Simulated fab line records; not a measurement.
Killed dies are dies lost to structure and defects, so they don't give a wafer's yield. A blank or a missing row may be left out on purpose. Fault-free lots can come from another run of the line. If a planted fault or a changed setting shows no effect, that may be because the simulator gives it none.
Split-lot experiment	flow sfq line	23 wafers read from 5 lots, route of 325 steps

## ON THE SPLIT
At SFQ_TRILAYER_M6_LITHO_PEB_162 (peb time 60 s), the setting peb time s was moved away from the recipe's 60 s on 6 of the 23 wafers read, by -8.2% to +14.2%. This setting was run at the recipe's value on the other wafers.

## FROM THE SPLIT TO THE READING: what the file shows between them, 2 steps
- SFQ_TRILAYER_M6_LITHO_DEVELOP_161: time 60 s
- SFQ_TRILAYER_M6_BARC_OPEN_METAL_ETCH_206: etches BARC in O2, target depth 125 nm, time 41.7 s

## THE READING
M6.cd nm (the simulator's own value, which no gauge read), in nm, at SFQ_TRILAYER_M6_ETCH_METAL_ETCH_162 (etches Nb in Cl2/Ar, stops on SiO2, target depth 240 nm, time 120 s). The file gives no usual value for it. The 17 wafers here that ran the recipe average 500.2 nm, standard deviation 1.4 nm.

wafer	tool, chamber at the split	peb time s as run, s	against the recipe	M6.cd nm, nm	against lot-mates on the recipe
L079.2	litho track-03, 0	60	recipe	500.5	-
L079.3	litho track-03, 0	68.5	+14.2%	482.6	-18.3
L079.4	litho track-03, 0	68.5	+14.2%	484.4	-16.5
L079.5	litho track-03, 0	60	recipe	502.4	-
L079.6	litho track-03, 0	60	recipe	499.8	-
L081.3	litho track-03, 0	60	recipe	499.9	-
L081.5	litho track-03, 0	60	recipe	499.1	-
L081.6	litho track-03, 0	60	recipe	498.6	-
L083.1	litho track-01, 0	60	recipe	498.1	-
L083.2	litho track-01, 0	60	recipe	500.8	-
L083.4	litho track-01, 0	55.07	-8.2%	509.7	+9.2
L083.5	litho track-01, 0	60	recipe	502.7	-
L083.6	litho track-01, 0	55.07	-8.2%	510.3	+9.8
L084.1	litho track-01, 0	60	recipe	501.2	-
L084.2	litho track-01, 0	60	recipe	499.3	-
L084.3	litho track-01, 0	60	recipe	501.6	-
L084.4	litho track-01, 0	60	recipe	501	-
L084.6	litho track-01, 0	60	recipe	499.2	-
L085.1	litho track-02, 0	60	recipe	497.8	-
L085.2	litho track-02, 0	57.36	-4.4%	507	+7.4
L085.3	litho track-02, 0	57.36	-4.4%	503	+3.4
L085.4	litho track-02, 0	60	recipe	499.8	-
L085.5	litho track-02, 0	60	recipe	501.1	-

FIT RESULTS
A straight line over all 23 wafers: M6.cd nm changes by -1.18 nm for each +1% of peb time s; r = -0.97; the points scatter about the line by 1.4 nm.
The same after taking each lot's own level away (the mean of its wafers on the recipe; 23 wafers): -1.21 nm for each +1%; r = -0.98; scatter 1.3 nm.
According to that fit, moving peb time s by its largest amount changes the reading by 17 nm.
Across the lots, their own levels run from 499.20 to 500.90 nm, a range of 1.2 times the standard deviation given above.
Consequently the slope shifts little with the lot-to-lot level, the two slopes agreeing.
Check: for one of the wafers moved furthest among these (+14.2%), held out of the fit, the line's prediction against its lot-mates is -16.5 nm. It came out at -18.3 nm against them.

## THE OTHER SPLITS THESE WAFERS WENT THROUGH
Note: prior to the reading, these wafers also went through further splits. Each is held against what the fit with the lots' levels taken away leaves over:
other split on the same wafers	wafers away from the commonest value	r with M6.cd nm (lot level and that fit taken away)
SFQ_TRILAYER_JJ_CE_BARC_OPEN_RIE_150 pressure mtorr	10	-0.05
SFQ_TRILAYER_M5_ETCH_METAL_ETCH_126 time s	9	+0.03
SFQ_TRILAYER_R5_DEP_SPUTTER_132 time s	9	+0.15
SFQ_TRILAYER_R5_LITHO_COAT_136 resist thk nm	4	+0.07
SFQ_TRILAYER_R5_BARC_OPEN_METAL_ETCH_177 time s	4	+0.20
SFQ_TRILAYER_A5C_DEP_PECVD_142 time s	11	-0.20
SFQ_TRILAYER_I5_ETCH_VIA_ETCH_147 source w	10	+0.24
SFQ_TRILAYER_C5_ETCH_VIA_ETCH_154 bias w	6	-0.36
SFQ_TRILAYER_M6_DEP_PRE_CLEAN_158 bias v	7	-0.28

## THE WHOLE CHAIN: every reading that the file lists as answering this split, in the file's order
step	what it does	reading	change (the file's fit)	r (the file's)
SFQ_TRILAYER_M6_BARC_OPEN_METAL_ETCH_206	etches BARC in O2, target depth 125 nm, time 41.7 s	M6.cd nm (the simulator's own value, which no gauge read)	-1.28 nm for each +1% of the setting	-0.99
SFQ_TRILAYER_M6_ETCH_METAL_ETCH_162	etches Nb in Cl2/Ar, stops on SiO2, target depth 240 nm, time 120 s	M6.cd nm (the simulator's own value, which no gauge read)	-1.21 nm for each +1% of the setting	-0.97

## FILE'S OWN FIT
M6.cd nm changes by -1.21 nm for each +1% of peb time s, r = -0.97.
